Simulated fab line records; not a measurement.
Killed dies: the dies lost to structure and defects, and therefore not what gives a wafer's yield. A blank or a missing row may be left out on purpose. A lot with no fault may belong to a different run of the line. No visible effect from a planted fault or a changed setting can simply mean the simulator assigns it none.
Struck lot and sound lot, side by side || flow gf180mcu || 14 out of 602 route steps
Sound: the wafers L163.1, L163.2, L163.3. Struck: wafers L178.2, L178.5, L178.6. At the end, the cause is stated.
Each step with rows lists, per side, the tool, then ch with its chambers, then its first start. Under that, the readings that differ: sound wafers || struck wafers || difference of the means || sigmas: that difference in standard deviations of wafers without a fault.
alike: words and numbers the same on both sides, and readings whose means are apart by under 2 such deviations; not compared: readings that were withheld, readings missing a value for some wafer, numbers with overlapping values and no deviation given by the record, and bounds like >300 which may hide the same value.
The two part at a step that has a row with sigmas, a row that says differs or no value, or rows on one side only. Numbers that have no deviation but don't overlap get no sigmas and don't part them. A reading missing from all wafers of one side parts the sides only when that side holds two or more wafers.

first, 3 steps without rows for these wafers: GF_MVPSD_EXPOSE_04 (exposes mask MVPSD, target cd 1000 nm); GF_MVPSD_PEB_05; GF_MVPSD_DEVELOP_06 (develop time 60 s).
GF_MVPSD_OVL_MEAS_07:
  sound on overlay-01 at day 5 21:29; struck on overlay-02 at day 9 12:00
  alike: MVPSD_OVL
then, 2 steps without rows for these wafers: GF_MVPSD_IMPLANT_08; GF_MVPSD_IMPLANT_09.
GF_MVPSD_STRIP_10: strips in O2/N2.
  sound on plasma_asher-03 ch 0,1, day 5 21:50; struck on plasma_asher-04 ch 0,1, day 9 12:20
  alike: drypump_motor_current_A, heater_power_w, n2_flow_sccm, oes_product_au, platen_temp_c, strip_time_to_endpoint_s
  not compared: rf_hours_counter_h
GF_MVPSD_TW_MEAS_11:
  sound on film_metro-03 at day 5 21:56; struck on film_metro-02 at day 9 12:26
  alike: MVPSD_TW
then, 4 steps without rows for these wafers: GF_VT_IMPLANT_DEHYDRATE_00 (time 60 s); GF_VT_IMPLANT_HMDS_01 (prime time 60 s); GF_VT_IMPLANT_COAT_02 (resist thk 1000 nm); GF_VT_IMPLANT_SOFTBAKE_03 (time 60 s).
GF_VT_IMPLANT_EXPOSE_04: exposes mask LVPWELL LV AREA, target cd 600 nm.
  sound on iline_stepper-01 ch 0, day 6 04:56; struck on iline_stepper-02, day 9 20:32
  no value came back on the struck wafers for exposure_dose_mJ_cm2, focus_offset_nm (nm), sigma_outer, stage_vel_mm_s (mm/s); on the sound wafers exposure_dose_mJ_cm2 reads 140.04 140.05 140.03
  alike: mask
following that, these wafers have no rows for 1 step: GF_VT_IMPLANT_PEB_05.

== WHERE THEY PART ==
Within this record, at GF_VT_IMPLANT_EXPOSE_04 only.

WHY: what the simulator had put in
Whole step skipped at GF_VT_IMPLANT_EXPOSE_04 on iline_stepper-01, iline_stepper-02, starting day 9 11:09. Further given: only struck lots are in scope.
